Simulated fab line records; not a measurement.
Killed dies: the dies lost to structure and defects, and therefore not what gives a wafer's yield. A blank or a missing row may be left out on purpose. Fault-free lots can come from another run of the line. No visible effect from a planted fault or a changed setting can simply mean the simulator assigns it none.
Chamber matching -- flow sky130 -- SKY_VIA3_CMP_02 on cmp-01: 4 sister chambers
The step polishes SiO2. 4 wafers are shown with their chamber, then 7 later ones without.

## WAFERS PAIRED WITH THEIR CHAMBERS
wafer,chamber,motor-current-A (A)
L493.6,1,9.9
L495.6,3,10.1
L503.1,2,10.1
L503.3,0,13.1

## WAFERS WITH NO CHAMBER GIVEN
wafer,motor-current-A (A)
L503.5,9.6
L504.3,11.0
L504.5,13.3
L504.6,10.3
L506.3,13.3
L506.4,10.3
L506.5,9.9

## WHICH CHAMBER EACH WENT THROUGH
wafer,from the rows above,in truth
L503.5,can't be placed: 1 or 2 or 3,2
L504.3,can't be placed: 2 or 3 or 1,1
L504.5,0,0
L504.6,can't be placed: 2 or 3 or 1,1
L506.3,0,0
L506.4,can't be placed: 2 or 3 or 1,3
L506.5,can't be placed: 1 or 2 or 3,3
Correct placement for 2 of the 7. These rows do not allow placing 5 (true chamber among the candidates in 5). Number placed wrongly: 0.
How it was worked out, from the rows above alone: a wafer's distance from a chamber is the root of the sum, over the readings, of the square of ((its reading less the chamber's mean) divided by the reading's scatter). If the next closest chamber is less than 2 further off than the closest, the wafer can't be placed; otherwise it belongs to the closest. Each chamber's mean is taken over the wafers shown for it. The scatter: root of mean squared gap, hidden wafer to nearest shown wafer, with one shown wafer a chamber.
